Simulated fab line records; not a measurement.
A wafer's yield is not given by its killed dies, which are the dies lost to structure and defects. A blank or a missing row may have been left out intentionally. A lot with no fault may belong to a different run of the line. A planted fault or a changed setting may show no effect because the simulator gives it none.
Which tool did it? | flow sky130 | 42 wafers from 14 lots sampled at 5 of the route's 708 steps

== WHAT THE GAUGES READ, wafer by wafer ==
No reading from a measuring or inspecting step in the record can be judged against a usual standard deviation.

== TOOL THAT RAN EACH LOT (tool first, then ch and the chambers of the sampled wafers, then the start) ==
lot  | SKY_VIA3_ETCH_14                   | SKY_METAL4_SPUTTER_01        | SKY_CAP2M_SPUTTER_02         | SKY_CAP2M_METAL_ETCH_13           | SKY_CAP2M_STRIP_14
L140 | rie-diel-02 ch 0,1, day 40 01:02   | pvd-sputter-02, day 40 02:26 | pvd-sputter-01, day 40 02:38 | rie-metal-01 ch 1, day 41 02:19   | plasma-asher-02 ch 0,1, day 41 02:27
L141 | rie-diel-04 ch 0,3, day 40 08:02   | pvd-sputter-02, day 40 09:32 | pvd-sputter-03, day 40 09:45 | rie-metal-03 ch 0,1, day 41 09:52 | plasma-asher-04 ch 0,1, day 41 09:57
L143 | rie-diel-03 ch 0,1,3, day 41 07:02 | pvd-sputter-01, day 41 08:25 | pvd-sputter-03, day 41 08:38 | rie-metal-04 ch 0,1, day 42 07:49 | plasma-asher-04 ch 0,1, day 42 07:54
L147 | rie-diel-04 ch 1,2,3, day 43 02:35 | pvd-sputter-02, day 43 03:58 | pvd-sputter-04, day 43 04:10 | rie-metal-03 ch 0,1, day 44 03:15 | plasma-asher-04 ch 0,1, day 44 03:20
L149 | rie-diel-02 ch 1,2, day 43 06:23   | pvd-sputter-01, day 43 07:59 | pvd-sputter-04, day 43 08:13 | rie-metal-01 ch 1, day 44 07:07   | plasma-asher-02 ch 0, day 44 07:11
L151 | rie-diel-03 ch 1,2, day 43 08:05   | pvd-sputter-02, day 43 09:49 | pvd-sputter-04, day 43 10:02 | rie-metal-03 ch 0,1, day 44 08:44 | plasma-asher-02 ch 0,1, day 44 08:49
L150 | rie-diel-04 ch 0,1,3, day 43 08:26 | pvd-sputter-01, day 43 10:07 | pvd-sputter-03, day 43 10:20 | rie-metal-04 ch 0,1, day 44 09:37 | plasma-asher-01 ch 1, day 44 09:42
L155 | rie-diel-02 ch 0,1,2, day 44 10:35 | pvd-sputter-03, day 44 11:58 | pvd-sputter-01, day 44 12:11 | rie-metal-01 ch 0,1, day 45 10:19 | plasma-asher-02 ch 0,1, day 45 10:24
L154 | rie-diel-04 ch 0,2,3, day 44 16:08 | pvd-sputter-02, day 44 17:49 | pvd-sputter-03, day 44 18:02 | rie-metal-03 ch 0,1, day 45 15:30 | plasma-asher-02 ch 0,1, day 45 15:35
L157 | rie-diel-02 ch 0,1,2, day 45 02:17 | pvd-sputter-02, day 45 04:11 | pvd-sputter-01, day 45 04:24 | rie-metal-03 ch 0,1, day 46 01:58 | plasma-asher-01 ch 0,1, day 46 02:03
L158 | rie-diel-02 ch 0,1,3, day 45 05:35 | pvd-sputter-01, day 45 07:00 | pvd-sputter-04, day 45 07:13 | rie-metal-03 ch 0,1, day 46 04:19 | plasma-asher-01 ch 0,1, day 46 04:24
L159 | rie-diel-02 ch 2,3, day 45 06:17   | pvd-sputter-03, day 45 07:40 | pvd-sputter-04, day 45 07:53 | rie-metal-01 ch 0,1, day 46 04:52 | plasma-asher-02 ch 0,1, day 46 04:56
L160 | rie-diel-02 ch 0,1,2, day 45 09:47 | pvd-sputter-03, day 45 13:34 | pvd-sputter-04, day 45 13:46 | rie-metal-01 ch 0,1, day 46 10:13 | plasma-asher-01 ch 0,1, day 46 10:18
L163 | rie-diel-02 ch 2,3, day 46 09:17   | pvd-sputter-01, day 46 11:14 | pvd-sputter-03, day 46 11:26 | rie-metal-04 ch 0, day 47 06:56   | plasma-asher-02 ch 0,1, day 47 07:03
- SKY_VIA3_ETCH_14: etches BARC in N2/H2, stops on SiO2, time 45.9 s, target depth 60 nm.
- SKY_METAL4_SPUTTER_01: material TiN, target thk 20 nm, time 16.7 s.
- SKY_CAP2M_SPUTTER_02: material TiN, target thk 200 nm, time 166.7 s.
- SKY_CAP2M_METAL_ETCH_13: etches TiN in Cl2/BCl3, stops on SiO2, target depth 220 nm, time 62.9 s.
- SKY_CAP2M_STRIP_14: strips in O2/N2.

== AS READ BY THE TOOLS THEMSELVES (means over the sampled wafers that have a number; for cases with no such wafer, the mark the record gives instead) ==
SKY_VIA3_ETCH_14. Usual: bias-w 100.01 W, standard deviation 0.27; chamber-pressure-mTorr 30.000 mTorr, standard deviation 0.029; drypump-motor-current-A 5.7 A, standard deviation 0.6; oes-product-au 0.855 a.u., standard deviation 0.0053; throttle-valve-pct 13.225 %, standard deviation 0.0093.
lot  | tool        | bias-w (W) | chamber-pressure-mTorr (mTorr) | drypump-motor-current-A (A) | oes-product-au (a.u.) | throttle-valve-pct (%) | flag
L140 | rie-diel-02 | 100.07     | 29.998                         | 6.1                         | 0.848                 | 13.217                 |
L141 | rie-diel-04 | 100.17     | 30.008                         | 5.2                         | 0.857                 | 13.218                 |
L143 | rie-diel-03 | 100.23     | 29.991                         | 5.6                         | 0.854                 | 13.230                 |
L147 | rie-diel-04 | 100.09     | 30.017                         | 5.5                         | 0.858                 | 13.223                 |
L149 | rie-diel-02 | 99.86      | 30.022                         | 5.5                         | 0.852                 | 13.216                 |
L151 | rie-diel-03 | 99.97      | 29.972                         | 5.2                         | 0.858                 | 13.226                 |
L150 | rie-diel-04 | 100.01     | 29.985                         | 5.5                         | 0.854                 | 13.217                 |
L155 | rie-diel-02 | 99.97      | 29.977                         | 5.8                         | 0.852                 | 13.226                 |
L154 | rie-diel-04 | 100.02     | 29.975                         | 5.1                         | 0.853                 | 13.223                 |
L157 | rie-diel-02 | 99.99      | 29.997                         | 5.8                         | 0.860                 | 13.228                 |
L158 | rie-diel-02 | 100.29     | 29.980                         | 6.2                         | 0.855                 | 13.224                 |
L159 | rie-diel-02 | 100.02     | 29.994                         | 5.9                         | 0.856                 | 13.227                 |
L160 | rie-diel-02 | 99.91      | 29.999                         | 5.8                         | 0.857                 | 13.231                 |
L163 | rie-diel-02 | 100.21     | 29.993                         | 5.9                         | 0.858                 | 13.223                 |

SKY_METAL4_SPUTTER_01. Usual: throttle-valve-pct 30.1 %, standard deviation 1.2.
lot  | tool           | throttle-valve-pct (%) | flag
L140 | pvd-sputter-02 | 30.7                   |
L141 | pvd-sputter-02 | 30.4                   |
L143 | pvd-sputter-01 | 29.5                   |
L147 | pvd-sputter-02 | 31.3                   |
L149 | pvd-sputter-01 | 29.4                   |
L151 | pvd-sputter-02 | 30.9                   |
L150 | pvd-sputter-01 | 28.9                   |
L155 | pvd-sputter-03 | 30.2                   |
L154 | pvd-sputter-02 | 30.6                   |
L157 | pvd-sputter-02 | 30.0                   |
L158 | pvd-sputter-01 | 29.5                   |
L159 | pvd-sputter-03 | 30.4                   |
L160 | pvd-sputter-03 | 29.6                   |
L163 | pvd-sputter-01 | 29.3                   |

SKY_CAP2M_SPUTTER_02. Usual: throttle-valve-pct 30.0 %, standard deviation 1.4.
lot  | tool           | throttle-valve-pct (%) | flag
L140 | pvd-sputter-01 | 29.5                   |
L141 | pvd-sputter-03 | 30.7                   |
L143 | pvd-sputter-03 | 29.3                   |
L147 | pvd-sputter-04 | 31.7                   |
L149 | pvd-sputter-04 | 32.5                   |
L151 | pvd-sputter-04 | 30.3                   |
L150 | pvd-sputter-03 | 30.3                   |
L155 | pvd-sputter-01 | 29.4                   |
L154 | pvd-sputter-03 | 30.2                   |
L157 | pvd-sputter-01 | 29.4                   |
L158 | pvd-sputter-04 | 30.6                   |
L159 | pvd-sputter-04 | 31.0                   |
L160 | pvd-sputter-04 | 29.7                   |
L163 | pvd-sputter-03 | 29.2                   |

SKY_CAP2M_METAL_ETCH_13. Usual: bcl3-flow-sccm 29.99 sccm, standard deviation 0.093; bias-w 48.47 W, standard deviation 0.14; drypump-motor-current-A 5.7 A, standard deviation 0.53; oes-product-au 0.943 a.u., standard deviation 0.008; throttle-valve-pct 21.902 %, standard deviation 0.01.
lot  | tool         | bcl3-flow-sccm (sccm) | bias-w (W) | drypump-motor-current-A (A) | oes-product-au (a.u.) | throttle-valve-pct (%) | flag
L140 | rie-metal-01 | 29.99                 | 48.20      | 5.6                         | 0.940                 | 21.898                 |
L141 | rie-metal-03 | 29.98                 | 48.28      | 5.3                         | 0.940                 | 21.917                 |
L143 | rie-metal-04 | 29.98                 | 48.50      | 6.0                         | 0.939                 | 21.906                 |
L147 | rie-metal-03 | 30.12                 | 48.55      | 5.3                         | 0.947                 | 21.905                 |
L149 | rie-metal-01 | -                     | -          | -                           | -                     | -                      | OFF
L151 | rie-metal-03 | -                     | -          | -                           | -                     | -                      | OFF
L150 | rie-metal-04 | 29.99                 | 48.49      | 5.8                         | 0.944                 | 21.910                 |
L155 | rie-metal-01 | 29.91                 | 48.55      | 5.9                         | 0.944                 | 21.895                 |
L154 | rie-metal-03 | 30.00                 | 48.48      | 5.1                         | 0.944                 | 21.897                 |
L157 | rie-metal-03 | 29.93                 | 48.38      | 5.1                         | 0.930                 | 21.908                 |
L158 | rie-metal-03 | 29.96                 | 48.44      | 5.1                         | 0.951                 | 21.890                 |
L159 | rie-metal-01 | 30.05                 | 48.54      | 6.2                         | 0.946                 | 21.893                 |
L160 | rie-metal-01 | 30.02                 | 48.61      | 5.9                         | 0.952                 | 21.898                 |
L163 | rie-metal-04 | 29.98                 | 48.45      | 5.5                         | 0.951                 | 21.895                 |

SKY_CAP2M_STRIP_14. Usual: drypump-motor-current-A 5.82 A, standard deviation 0.26; o2-flow-sccm 3002 sccm, standard deviation 10; oes-product-au 0.710 a.u., standard deviation 0.0045; strip-time-to-endpoint-s 12.65 s, standard deviation 0.054.
lot  | tool            | drypump-motor-current-A (A) | o2-flow-sccm (sccm) | oes-product-au (a.u.) | strip-time-to-endpoint-s (s) | flag
L140 | plasma-asher-02 | 5.84                        | 3008                | 0.715                 | 12.60                        |
L141 | plasma-asher-04 | 5.58                        | 3007                | 0.713                 | 12.67                        |
L143 | plasma-asher-04 | 5.44                        | 3002                | 0.709                 | 12.59                        |
L147 | plasma-asher-04 | 5.43                        | 3008                | 0.705                 | 12.64                        |
L149 | plasma-asher-02 | 5.90                        | 3013                | 0.713                 | 14.24                        | OFF
L151 | plasma-asher-02 | 5.85                        | 3016                | 0.717                 | 14.21                        | OFF
L150 | plasma-asher-01 | 5.80                        | 3007                | 0.709                 | 12.66                        |
L155 | plasma-asher-02 | 5.85                        | 2996                | 0.711                 | 12.69                        |
L154 | plasma-asher-02 | 5.80                        | 3003                | 0.712                 | 12.60                        |
L157 | plasma-asher-01 | 5.97                        | 3006                | 0.714                 | 12.64                        |
L158 | plasma-asher-01 | 5.98                        | 2985                | 0.712                 | 12.64                        |
L159 | plasma-asher-02 | 5.80                        | 3000                | 0.712                 | 12.74                        |
L160 | plasma-asher-01 | 6.14                        | 3002                | 0.711                 | 12.64                        |
L163 | plasma-asher-02 | 5.80                        | 3011                | 0.709                 | 12.57                        |

== THE ANSWER, worked out from the rows above alone ==
Rule: a lot counts as off when the mean over its wafers that have a number is more than 3 standard deviations away from the usual mean. A lot without any number at a reading at which 4 lots or more have one is off too. All remaining lots with rows at the step are treated as sound. Order of review: gauges by route order, followed by the tools' own readings, for which a lot's mean as printed above is used. The first step at which some lot is off is used, and at that step the reading that is off furthest; a lot without a number counts as furthest.
Off: L149, L151 (SKY_CAP2M_METAL_ETCH_13, bcl3-flow-sccm). Without a number there: L149, L151.
A tool fits if, at that step or a process step before it, it ran every lot that is off, and no sound lot after the first of them. Not one of the candidates tried fits.

== WHAT THE SIMULATOR PUT IN ==
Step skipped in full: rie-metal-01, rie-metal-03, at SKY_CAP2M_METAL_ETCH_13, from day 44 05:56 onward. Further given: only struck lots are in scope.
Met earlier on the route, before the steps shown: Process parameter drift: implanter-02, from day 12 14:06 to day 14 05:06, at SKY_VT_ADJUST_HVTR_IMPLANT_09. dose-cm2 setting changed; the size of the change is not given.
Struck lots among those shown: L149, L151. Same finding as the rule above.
